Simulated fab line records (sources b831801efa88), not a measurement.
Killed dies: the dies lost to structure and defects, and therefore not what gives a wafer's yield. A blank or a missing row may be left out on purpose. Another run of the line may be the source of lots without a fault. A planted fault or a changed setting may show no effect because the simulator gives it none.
What tool caused it?    flow sky130    72 wafers from 24 lots sampled at 5 of the route's 708 steps

WHAT THE GAUGES READ, wafer by wafer
SKY_PWDE_OVL_MEAS_07.
lot   measured     on          PWDE_OVL (nm)
L074  day 3 23:09  overlay-02  1.4 0.2 1.0
L075  day 4 00:33  overlay-01  -3.7 -4.3 -3.0
L076  day 4 09:24  overlay-02  -3.1 -3.0 -1.9
L077  day 4 15:21  overlay-02  -1.7 -0.9 -1.6
L078  day 4 21:46  overlay-02  -0.9 0.5 0.7
L079  day 5 04:04  overlay-02  1.6 -0.3 -0.8
L080  day 5 11:55  overlay-02  -3.3 -3.3 -1.8
L081  day 5 12:05  overlay-02  -1.8 -1.4 -1.9
L082  day 5 17:46  overlay-02  0.7 -0.9 1.0
L083  day 5 22:01  overlay-02  -0.9 -0.6 -1.4
L084  day 6 10:16  overlay-02  2.2 2.8 2.8
L085  day 6 10:48  overlay-02  0.8 0.1 -1.0
L086  day 6 15:25  overlay-02  1.4 0.3 0.5
L087  day 6 20:25  overlay-02  0.2 0.6 -0.1
L088  day 7 00:51  overlay-02  0.7 -0.3 1.4
L089  day 7 07:51  overlay-02  -0.2 -1.9 -1.6
L090  day 7 16:28  overlay-02  -1.8 -1.7 -0.3
L091  day 7 23:15  overlay-02  1.5 0.6 -0.3
L092  day 8 05:20  overlay-02  -0.3 -0.8 -0.3
L093  day 8 08:24  overlay-02  0.6 -0.2 -0.1
L094  day 8 12:04  overlay-02  0.4 -1.4 -2.0
L095  day 8 17:54  overlay-02  -1.9 -2.6 -2.9
L096  day 9 04:04  overlay-02  -0.9 -1.2 -1.6
L097  day 9 08:58  overlay-02  -0.1 0.9 -0.7

SKY_VIA2_BOW_MEAS_03.
lot   measured      on             VIA2_BOW (um)
L074  day 35 07:46  film_metro-04  98 85 83
L075  day 35 18:54  film_metro-02  88 83 73
L076  day 35 21:07  film_metro-04  92 91 92
L077  day 36 14:44  film_metro-02  86 78 83
L078  day 37 11:04  film_metro-04  71 81 82
L079  day 37 09:56  film_metro-04  89 79 70
L080  day 37 15:52  film_metro-02  94 73 86
L081  day 37 16:43  film_metro-02  84 78 81
L082  day 37 19:14  film_metro-02  76 88 82
L083  day 38 05:43  film_metro-02  96 101 87
L084  day 38 16:34  film_metro-02  89 81 78
L085  day 38 21:28  film_metro-04  75 90 75
L086  day 39 05:21  film_metro-01  91 91 82
L087  day 39 05:43  film_metro-01  81 90 86
L088  day 39 16:50  film_metro-01  95 84 83
L089  day 39 18:22  film_metro-02  87 85 94
L090  day 40 09:01  film_metro-01  80 86 72
L091  day 40 13:48  film_metro-01  104 87 79
L092  day 40 20:10  film_metro-01  79 85 73
L093  day 41 03:16  film_metro-01  76 92 80
L094  day 41 16:49  film_metro-04  86 90 81
L095  day 41 15:06  film_metro-01  83 76 88
L096  day 42 01:18  film_metro-04  74 81 81
L097  day 42 06:38  film_metro-01  86 95 87

SKY_METAL5_RS_MEAS_05: measurement is done with a four-point probe.
lot   measured      on             METAL5_ALCU_RS (ohm/sq)
L074  day 43 00:05  film_metro-03  0.02749 0.02792 0.02736
L075  day 43 06:32  film_metro-02  0.02698 0.02694 0.02706
L076  day 43 12:39  film_metro-02  0.02651 0.02686 0.02666
L077  day 44 02:22  film_metro-03  0.02708 0.02709 0.02688
L078  day 44 22:02  film_metro-01  0.02662 0.02651 0.02671
L079  day 44 18:07  film_metro-02  0.02692 0.0268 0.02705
L080  day 45 00:43  film_metro-03  0.02682 0.02652 0.0267
L081  day 45 01:44  film_metro-03  0.02664 0.02649 0.02685
L082  day 45 02:55  film_metro-02  0.02674 0.02671 0.02674
L083  day 45 14:30  film_metro-02  0.02716 0.02704 0.02749
L084  day 45 22:42  film_metro-02  0.02701 0.0269 0.02713
L085  day 46 01:55  film_metro-01  0.02656 0.02732 0.02684
L086  day 46 08:14  film_metro-03  0.02695 0.02694 0.02723
L087  day 46 09:33  film_metro-01  0.02717 0.02694 0.02701
L088  day 46 17:08  film_metro-02  0.02673 0.0267 0.02669
L089  day 46 18:21  film_metro-02  0.02719 0.0272 0.02732
L090  day 47 07:51  film_metro-01  0.0268 0.02706 0.02731
L091  day 47 13:31  film_metro-02  0.02719 0.02679 0.02685
L092  day 47 16:54  film_metro-03  0.02704 0.02681 0.02687
L093  day 48 00:34  film_metro-03  0.02692 0.02717 0.02711
L094  day 48 12:04  film_metro-03  0.0268 0.02692 0.02686
L095  day 48 08:29  film_metro-01  0.02715 0.02696 0.02689
L096  day 48 17:05  film_metro-02  0.02685 0.02655 0.02687
L097  day 48 21:28  film_metro-03  0.02706 0.02722 0.02674

TOOL THAT RAN EACH LOT (tool first, then ch and the chambers of the sampled wafers, then the start)
lot   SKY_METAL2_SPUTTER_03         SKY_VIA3_CVD_21
L074  pvd_sputter-01, day 34 03:29  cvd_w-01 ch 0,1, day 39 18:53
L075  pvd_sputter-02, day 34 14:11  cvd_w-02 ch 0,1, day 40 04:17
L076  pvd_sputter-02, day 34 17:29  cvd_w-01 ch 1, day 40 08:14
L077  pvd_sputter-03, day 35 10:26  cvd_w-02 ch 0, day 40 23:33
L078  pvd_sputter-01, day 36 07:37  cvd_w-01 ch 0,1, day 41 21:17
L079  pvd_sputter-02, day 36 06:20  cvd_w-02 ch 0,1, day 41 18:24
L080  pvd_sputter-03, day 36 12:56  cvd_w-01 ch 0,1, day 41 23:32
L081  pvd_sputter-03, day 36 14:31  cvd_w-01 ch 0,1, day 42 00:46
L082  pvd_sputter-02, day 36 16:53  cvd_w-02 ch 0,1, day 42 02:45
L083  pvd_sputter-03, day 37 03:11  cvd_w-02 ch 0,1, day 42 13:55
L084  pvd_sputter-01, day 37 13:05  cvd_w-01 ch 0,1, day 42 23:38
L085  pvd_sputter-03, day 37 18:07  cvd_w-02 ch 0,1, day 43 03:06
L086  pvd_sputter-02, day 38 02:15  cvd_w-01 ch 0,1, day 43 10:02
L087  pvd_sputter-03, day 38 02:38  cvd_w-01 ch 0,1, day 43 11:34
L088  pvd_sputter-02, day 38 14:12  cvd_w-01 ch 0,1, day 43 20:22
L089  pvd_sputter-02, day 38 15:55  cvd_w-02 ch 0,1, day 43 21:38
L090  pvd_sputter-02, day 39 06:10  cvd_w-01 ch 0,1, day 44 11:35
L091  pvd_sputter-01, day 39 11:17  cvd_w-02 ch 0,1, day 44 17:17
L092  pvd_sputter-02, day 39 17:55  cvd_w-01 ch 0,1, day 44 21:47
L093  pvd_sputter-02, day 40 01:22  cvd_w-02 ch 0,1, day 45 04:26
L094  pvd_sputter-02, day 40 14:14  cvd_w-01 ch 0,1, day 45 19:28
L095  pvd_sputter-03, day 40 12:37  cvd_w-02 ch 0,1, day 45 16:05
L096  pvd_sputter-01, day 40 23:47  cvd_w-01 ch 0,1, day 45 23:47
L097  pvd_sputter-03, day 41 04:58  cvd_w-02 ch 0,1, day 46 04:39
- SKY_METAL2_SPUTTER_03: material Ti, target thk 5 nm, time 3.3 s.
- SKY_VIA3_CVD_21: deposits W, target thk 390 nm, time 117.31 s.

WHAT THE TOOLS THEMSELVES READ (means of the sampled wafers that have a number; where no wafer has one, the mark that the record gives instead)
SKY_METAL2_SPUTTER_03.
lot   tool            cathode_dc_power_W (W)  throttle_valve_pct (%)
L074  pvd_sputter-01  3000.0                  30.5
L075  pvd_sputter-02  3000.3                  30.6
L076  pvd_sputter-02  2999.8                  30.1
L077  pvd_sputter-03  2999.7                  29.5
L078  pvd_sputter-01  3000.4                  31.5
L079  pvd_sputter-02  3000.1                  30.0
L080  pvd_sputter-03  3000.0                  29.5
L081  pvd_sputter-03  3000.0                  29.1
L082  pvd_sputter-02  2999.7                  30.3
L083  pvd_sputter-03  3000.5                  29.2
L084  pvd_sputter-01  3000.1                  30.1
L085  pvd_sputter-03  3000.1                  29.6
L086  pvd_sputter-02  3000.0                  29.9
L087  pvd_sputter-03  2999.8                  29.6
L088  pvd_sputter-02  3000.3                  30.1
L089  pvd_sputter-02  3000.1                  30.6
L090  pvd_sputter-02  2999.8                  30.0
L091  pvd_sputter-01  3000.2                  30.0
L092  pvd_sputter-02  2999.9                  30.2
L093  pvd_sputter-02  3000.1                  30.1
L094  pvd_sputter-02  2999.9                  30.5
L095  pvd_sputter-03  2999.5                  29.7
L096  pvd_sputter-01  2999.5                  31.1
L097  pvd_sputter-03  3000.6                  30.0

SKY_VIA3_CVD_21.
lot   tool      heater_power_w (W)
L074  cvd_w-01  789
L075  cvd_w-02  923
L076  cvd_w-01  763
L077  cvd_w-02  842
L078  cvd_w-01  801
L079  cvd_w-02  929
L080  cvd_w-01  819
L081  cvd_w-01  810
L082  cvd_w-02  894
L083  cvd_w-02  926
L084  cvd_w-01  811
L085  cvd_w-02  878
L086  cvd_w-01  822
L087  cvd_w-01  815
L088  cvd_w-01  809
L089  cvd_w-02  922
L090  cvd_w-01  791
L091  cvd_w-02  900
L092  cvd_w-01  810
L093  cvd_w-02  880
L094  cvd_w-01  823
L095  cvd_w-02  926
L096  cvd_w-01  824
L097  cvd_w-02  938

THE ANSWER, worked out from the rows above alone
Rule: the lots themselves supply what counts as usual. Put in order of their means at a reading, lots are off if they are a third of the lots or fewer, leave a main group of 4 or more, and stand apart from it by a gap of 3 or more times the standard deviation of the main group's means; of several such gaps the widest counts. A main group whose means are all the same, to the digits that the tables above print for the reading, isn't used. Also off: a lot with no number at a reading for which 4 or more lots have one. Any other lot the step has rows for is counted as sound. Order of review: gauges by route order, followed by the tools' own readings, for which a lot's mean as printed above is used. At the first step where some lot is off, the reading lying furthest off is the one used; lots without a number count as furthest.
Across all readings shown, no lot is off: no conclusion can be drawn from this.

WHAT THE SIMULATOR PUT IN
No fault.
